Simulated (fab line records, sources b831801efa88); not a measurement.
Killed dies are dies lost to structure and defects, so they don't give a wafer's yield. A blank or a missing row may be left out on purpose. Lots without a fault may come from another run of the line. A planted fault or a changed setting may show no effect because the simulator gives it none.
fab line records | flow sky130
record lots=12 wafers=36 last_day=50
route steps=708 shown CONTACT@429 METAL3@565 VIA3@589 PASSIVATION@692 PAD_OPEN@708
lots that met no fault: from a run of the same line without faults
start_h: hours from the record's first day to the start of the lot's first wafer shown | wait_h: hours since the lot's step before | " the same as in the row above | L1.1+2: a row that stands for several wafers | - no value, or no start given | * or withheld: withheld | < > ~ a bound
route shown NAME@n: a module of which the file shows steps, and the number in the route of the first | usual: mean/standard deviation of fault-free wafers | same: alike in all rows | chamber/n: place in a boat | sites: the reading at each site | _std_site: their standard deviation | _edge_site: outer sites' mean less inner sites' | radius_mm: how far each site lies from the wafer's centre | mask NAME#n: copy n | behind: the tool/chamber that last shaped the wafer | hold: why the lot was held/for how many hours/how that ended | device: the transistor (n, p or np) that didn't switch | end of line: the same wafers' tests at the end of the route | a step without rows: its recipe alone | killed: dies lost to structure and defects at the first sort, not the wafer's yield | map: a wafer's dies, x killed, . not, _ none there
set.NAME: the setting as run; set.NAME@STEP: as run at that earlier step | model.NAME: the simulator's own value behind a step, which no gauge read
steps of the route over a sample of lots; a table a step, a row a wafer
services: from which hour (start_h, from the record's first day; less than 0 if before it) a tool's chamber was out of use, for how many hours, and why
## steps
# step SKY_CONTACT_SPUTTER_23
# recipe material=TiN target_thk_nm=20 chamber_pressure_pa=5 power_w=4000 time_s=80
# usual throttle_valve_pct=29.8/1.1
# columns lot.wafer tool chamber start_h wait_h throttle_valve_pct
L319.1 pvd_sputter-04 - 742.21 0.0 29.0
L319.3 " - " " 29.4
L319.4 " - " " 28.6
L322.4 pvd_sputter-03 - 759.71 0.0 31.4
L322.5 " - " " 31.4
L322.6 " - " " 30.1
L324.2 pvd_sputter-03 - 782.65 0.0 31.1
L324.4 " - " " 31.2
L324.6 " - " " 31.2
L328.1 pvd_sputter-01 - 812.28 0.0 32.0
L328.4 " - " " 30.9
L328.6 " - " " 29.9
L329.1 pvd_sputter-03 - 821.26 0.0 28.4
L329.3 " - " " 30.0
L329.5 " - " " 28.5
L330.2 pvd_sputter-03 - 824.61 0.0 31.0
L330.4 " - " " 31.2
L330.6 " - " " 30.8
L331.2 pvd_sputter-03 - 830.89 0.0 28.6
L331.4 " - " " 31.2
L331.6 " - " " 29.8
L332.1 pvd_sputter-01 - 840.97 0.0 29.6
L332.2 " - " " 31.1
L332.4 " - " " 31.5
L335.3 pvd_sputter-04 - 861.57 0.0 29.1
L335.4 " - " " 31.1
L335.6 " - " " 31.0
L339.1 pvd_sputter-04 - 889.45 0.0 28.8
L339.4 " - " " 28.7
L339.6 " - " " 28.8
L340.1 pvd_sputter-04 - 909.59 0.0 29.1
L340.3 " - " " 31.0
L340.6 " - " " 29.0
L342.2 pvd_sputter-04 - 911.81 0.0 29.0
L342.3 " - " " 29.3
L342.5 " - " " 31.0
# step SKY_METAL3_DESCUM_15
# recipe chemistry=O2 source_power_w=150 bias_power_w=0 pressure_mtorr=10 temp_c=40 time_s=8
# usual drypump_motor_current_A=5.6/0.5 oes_product_au=1.002/0.01
# columns lot.wafer tool chamber start_h wait_h drypump_motor_current_A oes_product_au rf_hours_counter_h
L319.1 rie_metal-03 0 907.00 0.0 5.7 0.999 1
L319.3 " 0 " " 5.7 0.995 -
L319.4 " 1 " " 6.3 1.010 -
L322.4 rie_metal-01 0 924.42 0.0 4.9 1.002 -
L322.5 " 0 " " 4.9 0.997 -
L322.6 " 1 " " 6.0 1.001 -
L324.2 rie_metal-03 0 944.84 0.0 5.8 1.018 3
L324.4 " 0 " " 5.8 1.007 -
L324.6 " 1 " " 6.3 0.999 -
L328.1 rie_metal-03 0 970.56 0.0 5.8 1.005 4
L328.4 " 0 " " 5.8 1.008 -
L328.6 " 1 " " 6.3 1.012 -
L329.1 rie_metal-01 0 979.86 0.0 4.9 1.010 18
L329.3 " 0 " " 4.9 1.020 -
L329.5 " 0 " " 4.9 1.013 -
L330.2 rie_metal-01 0 983.40 0.0 4.9 1.009 -
L330.4 " 0 " " 4.9 1.012 -
L330.6 " 0 " " 4.9 1.016 -
L331.2 rie_metal-03 0 988.05 0.0 5.8 0.998 5
L331.4 " 1 " " 6.3 1.002 -
L331.6 " 0 " " 5.8 0.996 -
L332.1 rie_metal-03 1 996.10 0.0 6.3 0.999 8
L332.2 " 0 " " 5.8 0.999 5
L332.4 " 1 " " 6.3 1.010 -
L335.3 rie_metal-01 0 1015.61 0.0 4.9 1.007 -
L335.4 " 1 " " 5.9 1.008 -
L335.6 " 0 " " 4.9 1.002 -
L339.1 rie_metal-01 1 1041.49 0.0 6.0 1.001 2
L339.4 " 1 " " 6.0 0.999 -
L339.6 " 1 " " 5.9 1.002 -
L340.1 rie_metal-03 1 1057.10 0.0 6.3 1.015 12
L340.3 " 1 " " 6.3 1.003 -
L340.6 " 0 " " 5.7 1.018 -
L342.2 rie_metal-04 1 1058.95 0.0 5.7 1.010 22
L342.3 " 0 " " 5.4 0.994 -
L342.5 " 0 " " 5.4 0.986 -
# step SKY_VIA3_STRIP_16
# recipe chemistry=O2/N2 power_w=1400 pressure_mtorr=1500 platen_temp_c=withheld o2_flow_sccm=3000 n2_flow_sccm=300 overash_fraction=0.5
# usual drypump_motor_current_A=5.59/0.28 n2_flow_sccm=299.9/0.88 oes_product_au=0.401/0.0049 strip_time_to_endpoint_s=4.13/0.037
# columns lot.wafer tool chamber start_h wait_h drypump_motor_current_A n2_flow_sccm oes_product_au rf_hours_counter_h strip_time_to_endpoint_s
L319.1 plasma_asher-02 1 934.12 0.0 5.73 299.2 0.395 115 4.07
L319.3 " 1 " " 5.70 298.8 0.397 - 4.11
L319.4 " 0 " " 6.01 300.7 0.404 - 4.21
L322.4 plasma_asher-04 0 951.10 0.1 5.58 299.8 0.399 - 4.16
L322.5 " 0 " " 5.59 300.0 0.392 - 4.12
L322.6 " 1 " " 5.15 299.5 0.401 - 4.12
L324.2 plasma_asher-02 1 971.01 0.0 5.74 300.2 0.401 120 4.13
L324.4 " 0 " " 6.00 300.5 0.407 - 4.16
L324.6 " 0 " " 6.01 299.3 0.410 - 4.14
L328.1 plasma_asher-04 0 996.19 0.0 5.54 298.8 0.406 23 4.16
L328.4 " 1 " " 5.14 300.8 0.401 - 4.14
L328.6 " 1 " " 5.15 300.5 0.403 - 4.09
L329.1 plasma_asher-02 0 1005.99 0.0 6.02 299.3 0.403 122 4.12
L329.3 " 0 " " 6.04 299.6 0.400 - 4.19
L329.5 " 1 " " 5.70 300.6 0.393 - 4.18
L330.2 plasma_asher-03 0 1008.74 0.0 5.52 300.0 0.405 84 4.19
L330.4 " 1 " " 5.57 299.5 0.401 - 4.13
L330.6 " 1 " " 5.57 300.1 0.403 - 4.15
L331.2 plasma_asher-02 1 1012.89 0.0 5.74 298.6 0.412 123 4.20
L331.4 " 1 " " 5.72 298.2 0.394 - 4.13
L331.6 " 0 " " 6.02 300.4 0.411 - 4.16
L332.1 plasma_asher-04 1 1020.89 0.0 5.12 299.7 0.404 25 4.16
L332.2 " 0 " " 5.57 299.1 0.403 25 4.08
L332.4 " 0 " " 5.57 299.6 0.402 - 4.21
L335.3 plasma_asher-04 0 1040.02 0.1 5.54 299.8 0.399 - 4.07
L335.4 " 1 " " 5.10 301.5 0.409 - 4.18
L335.6 " 1 " " 5.11 300.8 0.400 - 4.12
L339.1 plasma_asher-02 0 1065.19 0.0 6.01 300.3 0.398 0 4.07
L339.4 " 1 " " 5.73 298.7 0.394 - 4.14
L339.6 " 1 " " 5.72 299.7 0.396 - 4.14
L340.1 plasma_asher-04 1 1080.19 0.0 5.11 300.1 0.405 31 4.10
L340.3 " 0 " " 5.57 299.2 0.403 - 4.13
L340.6 " 1 " " 5.11 299.8 0.393 - 4.12
L342.2 plasma_asher-02 0 1082.79 0.0 5.99 299.1 0.406 1 4.11
L342.3 " 0 " " 5.99 300.0 0.407 - 4.13
L342.5 " 1 " " 5.71 299.8 0.391 - 4.05
# step SKY_PASSIVATION_ETCH_11
# recipe chemistry=CF4/O2 target_depth_nm=725 stop_on=AlCu source_w=800 bias_w=150 pressure_mtorr=150 cf4_flow_sccm=80 O2_flow_sccm=10 time_s=161.1
# usual O2_flow_sccm=9.99/0.032 drypump_motor_current_A=5.7/0.46 oes_product_au=0.975/0.0077 throttle_valve_pct=5.963/0.0099
# columns lot.wafer tool chamber start_h wait_h O2_flow_sccm drypump_motor_current_A oes_product_au rf_hours_counter_h throttle_valve_pct
L319.1 rie_diel-02 1 1056.24 - 9.97 4.9 0.961 21 5.943
L319.3 " 2 " " 9.98 6.4 0.967 21 5.978
L319.4 " 1 " " 9.96 4.9 0.963 - 5.960
L322.4 rie_diel-02 1 1071.88 - 10.00 4.9 0.967 21 5.959
L322.5 " 0 " " 10.01 5.2 0.980 - 5.969
L322.6 " 1 " " 10.02 4.9 0.978 - 5.971
L324.2 rie_diel-02 1 1090.33 - 10.00 4.9 0.967 22 5.968
L324.4 " 3 " " 9.99 5.9 0.974 10 5.982
L324.6 " 2 " " 10.02 6.4 0.979 - 5.965
L328.1 rie_diel-01 0 1113.28 - 9.97 5.5 0.972 10 5.964
L328.4 " 3 " " 10.03 6.1 0.969 20 5.985
L328.6 " 3 " " 9.97 6.1 0.989 - 5.971
L329.1 rie_diel-02 2 1119.38 - 9.96 6.4 0.984 24 5.978
L329.3 " 3 " " 10.01 5.9 0.978 10 5.959
L329.5 " 0 " " 10.00 5.2 0.975 - 5.949
L330.2 rie_diel-01 1 1119.79 - 10.04 6.1 0.972 22 5.972
L330.4 " 0 " " 10.04 5.5 0.979 11 5.973
L330.6 " 1 " " 10.06 6.1 0.984 - 5.958
L331.2 rie_diel-02 3 1125.63 - 10.08 5.9 0.969 11 5.958
L331.4 " 3 " " 10.00 5.9 0.972 - 5.956
L331.6 " 0 " " 10.01 5.2 0.977 - 5.965
L332.1 rie_diel-02 3 1132.89 - 10.06 5.9 0.973 11 5.952
L332.2 " 2 " " 10.00 6.4 0.969 24 5.969
L332.4 " 0 " " 10.01 5.2 0.983 - 5.968
L335.3 rie_diel-01 1 1149.78 - 9.95 6.1 0.976 24 5.959
L335.4 " 0 " " 10.00 5.5 0.975 12 5.948
L335.6 " 3 " " 9.97 6.1 0.970 - 5.950
L339.1 rie_diel-01 3 1169.03 - 9.99 6.0 0.975 23 5.965
L339.4 " 0 " " 9.97 5.5 0.980 13 5.969
L339.6 " 3 " " 9.97 6.1 0.969 - 5.969
L340.1 rie_diel-03 2 1181.14 - 10.03 5.9 0.973 18 5.977
L340.3 " 3 " " 9.93 6.4 0.968 15 5.960
L340.6 " 3 " " 9.97 6.4 0.972 - 5.968
L342.2 rie_diel-03 1 1182.13 - 9.98 6.1 0.962 11 5.949
L342.3 " 2 " " 10.04 5.9 0.972 18 5.954
L342.5 " 1 " " 9.98 6.0 0.967 - 5.961
# step SKY_PAD_OPEN_PROBE_99
# usual killed_at_M0_to_M3=43/6.6 killed_at_M4_up=2.9/1.8 killed_at_contacts=25/5.3 killed_at_front_end=15/4.1 killed_at_other=0.3/0.6 killed_dies=86/8.8 killed_open=47/6.7 killed_short=39/6.2
# same gross_dies=492 killed_at_back_side=0
# columns lot.wafer tool chamber start_h wait_h killed_at_M0_to_M3 killed_at_M4_up killed_at_contacts killed_at_front_end killed_at_other killed_dies killed_open killed_short
L329.1 prober-02 - 1141.26 0.1 41 2 63 13 0 119 38 33
L329.3 prober-02 - 1141.36 0.2 34 6 79 17 0 136 47 38
L329.5 prober-02 - 1141.46 0.2 50 0 78 9 0 137 44 39
L330.2 prober-01 - 1141.71 0.1 39 0 54 19 0 112 49 41
L330.4 prober-01 - 1141.81 0.2 26 1 75 17 0 119 33 37
L330.6 prober-01 - 1141.91 0.2 32 2 74 19 1 128 39 40
L331.2 prober-02 - 1146.67 0.1 34 1 86 18 0 139 54 37
L331.4 prober-02 - 1146.77 0.2 46 3 88 19 1 157 46 49
L331.6 prober-02 - 1146.87 0.2 50 3 59 23 1 136 44 46
# killed by level:class
L329.1 CONTACT:unspecified=48 VIA3:geometric_particle:open=11 VIA1:geometric_particle:open=7 LOCAL_INTERCONNECT:geometric_particle:short=5 VIA2:geometric_particle:open=5 FIELD_ISO:geometric_particle:short=4 LI_CONTACT:geometric_particle:open=4 VIA1:geometric_particle:short=4
L329.3 CONTACT:unspecified=51 CONTACT:geometric_particle:open=11 LI_CONTACT:geometric_particle:open=7 FIELD_ISO:geometric_particle:open=6 CONTACT:geometric_particle:short=6 VIA2:geometric_particle:open=6 VIA1:geometric_particle:short=6 POLY_GATE:geometric_particle:open=5
L329.5 CONTACT:unspecified=54 VIA1:geometric_particle:open=16 CONTACT:geometric_particle:short=8 CONTACT:geometric_particle:open=7 VIA3:geometric_particle:open=6 METAL1:geometric_particle:short=5 LI_CONTACT:geometric_particle:open=5 METAL2:geometric_particle:short=5
L330.2 CONTACT:unspecified=22 LI_CONTACT:geometric_particle:open=11 CONTACT:geometric_particle:open=11 VIA1:geometric_particle:open=10 METAL2:geometric_particle:short=9 POLY_GATE:geometric_particle:short=5 CONTACT:geometric_particle:short=4 METAL1:geometric_particle:short=4
L330.4 CONTACT:unspecified=48 LI_CONTACT:geometric_particle:open=11 METAL2:geometric_particle:short=6 VIA3:geometric_particle:open=6 FIELD_ISO:geometric_particle:open=5 FIELD_ISO:geometric_particle:short=5 VIA1:geometric_particle:short=5 LOCAL_INTERCONNECT:geometric_particle:short=4
L330.6 CONTACT:unspecified=49 CONTACT:geometric_particle:open=14 VIA1:geometric_particle:open=9 METAL2:geometric_particle:short=7 FIELD_ISO:geometric_particle:short=5 FIELD_ISO:geometric_particle:open=4 POLY_GATE:geometric_particle:short=4 METAL1:geometric_particle:short=4
L331.2 CONTACT:unspecified=48 LI_CONTACT:geometric_particle:open=17 VIA1:geometric_particle:open=8 CONTACT:geometric_particle:open=7 VIA2:geometric_particle:open=6 FIELD_ISO:geometric_particle:short=6 VIA2:geometric_particle:short=5 POLY_GATE:geometric_particle:open=4
L331.4 CONTACT:unspecified=61 METAL1:geometric_particle:short=11 VIA1:geometric_particle:open=11 CONTACT:geometric_particle:open=10 CONTACT:geometric_particle:short=6 METAL2:geometric_particle:short=6 FIELD_ISO:geometric_particle:open=5 POLY_GATE:geometric_particle:open=5
L331.6 CONTACT:unspecified=45 VIA1:geometric_particle:open=13 METAL1:geometric_particle:short=10 METAL2:geometric_particle:short=8 VIA2:geometric_particle:open=8 POLY_GATE:geometric_particle:short=7 CONTACT:geometric_particle:open=7 FIELD_ISO:geometric_particle:short=4
## services
# columns tool chamber start_h hours kind
rie_metal-01 1 720.87 4.6 repair
plasma_asher-04 - 733.75 9.0 pm
pvd_sputter-03 - 760.26 0.6 repair
rie_metal-03 - 774.75 0.3 repair
rie_diel-02 1 786.88 5.9 repair
rie_diel-02 3 800.16 17.5 repair
rie_metal-03 1 809.57 4.0 repair
plasma_asher-02 - 846.30 2.7 repair
rie_diel-02 2 852.59 4.1 repair
plasma_asher-02 - 861.57 0.9 repair
rie_metal-03 - 889.43 4.0 pm
rie_diel-02 3 924.14 17.2 repair
rie_diel-02 1 959.73 44.3 repair
rie_diel-02 - 960.61 0.4 repair
rie_diel-02 - 966.72 0.3 repair
plasma_asher-02 - 987.02 7.0 repair
plasma_asher-02 - 999.27 0.7 repair
plasma_asher-02 - 1017.07 4.1 repair
rie_diel-02 3 1022.15 41.1 repair
plasma_asher-02 - 1055.25 9.0 pm
rie_diel-02 1 1058.58 5.4 repair
plasma_asher-02 - 1066.42 3.0 repair
plasma_asher-02 - 1109.41 3.9 repair
rie_metal-03 1 1161.72 15.3 repair
## key
first_sign step=SKY_PAD_OPEN_PROBE_99 reading=killed_at_contacts direction=up sigmas=9.1 usual=25 struck=73
effect step=SKY_PAD_OPEN_PROBE_99 reading=killed_dies direction=up sigmas=5.2 usual=86 struck=131
met_at SKY_CONTACT_SPUTTER_23
struck_lots L329,L330,L331
tester_left_out L329,L330,L331
not_acting_at SKY_METAL3_DESCUM_15,SKY_VIA3_STRIP_16,SKY_PASSIVATION_ETCH_11
onset_between 782.65 821.26
fault kind=chamber_particle_source tool=pvd_sputter-03 chamber=- onset_h=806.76 steps=SKY_CONTACT_SPUTTER_23 rate_per_visit_cm2=0.80368 end_h=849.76
# tester_left_out: of these lots the tester's yield and bins aren't shown, on N5 and GAA mostly nor the transistor test; their killed dies are dies lost to structure and defects alone, not to doping, threshold or leakage, so they don't give the yield
